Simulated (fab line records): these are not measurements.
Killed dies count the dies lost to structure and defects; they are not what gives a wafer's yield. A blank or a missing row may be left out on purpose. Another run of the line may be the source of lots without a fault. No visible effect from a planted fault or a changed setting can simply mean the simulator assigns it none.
Chamber matching -- flow gf180mcu -- GF_V1_CVD_02 on pecvd-02: 3 sister chambers
The step deposits SiO2 from TEOS, target thk 850 nm, time 94.851 s. 14 wafers are shown with their chamber, then 7 later ones without.

## WAFERS WITH THEIR CHAMBER
wafer,chamber,heater power w (W)
L999.2,2,640
L999.3,0,574
L999.5,0,617
L103.1,2,608
L103.2,0,499
L103.3,1,617
L104.2,2,570
L104.3,0,602
L104.6,2,606
L105.4,0,567
L105.5,2,668
L105.6,1,616
L106.1,0,549
L106.4,0,620

SIGNATURES (averages over the wafers above)
reading,chamber 0,chamber 1,chamber 2,scatter within a chamber
heater power w,575.43,616.50,618.40,38.8
Rule: a wafer lies at a distance from a chamber equal to the root of the sum of squares, over the readings, of (its reading less the chamber's mean, divided by the reading's scatter). If the next closest chamber is less than 2 further off than the closest, the wafer can't be placed; otherwise it belongs to the closest. The scatter: the root of (the sum of the squares of (reading less its chamber's mean) over the shown wafers, divided by (wafers less chambers)).

## WAFERS WHOSE CHAMBER IS MISSING
wafer,heater power w (W)
L106.5,620
L118.1,783
L118.3,577
L118.5,609
L119.2,718
L119.3,564
L119.5,603

## EACH ONE'S CHAMBER
wafer,from the rows above,in truth
L106.5,can't be placed: 2 or 1 or 0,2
L118.1,can't be placed: 2 or 1 or 0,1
L118.3,can't be placed: 0 or 1 or 2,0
L118.5,can't be placed: 1 or 2 or 0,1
L119.2,can't be placed: 2 or 1 or 0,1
L119.3,can't be placed: 0 or 1 or 2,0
L119.5,can't be placed: 1 or 2 or 0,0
Placed correctly: 0 of 7. Unplaceable from these rows: 7, with the true chamber sitting among the candidates in 7. Placed wrongly: 0.
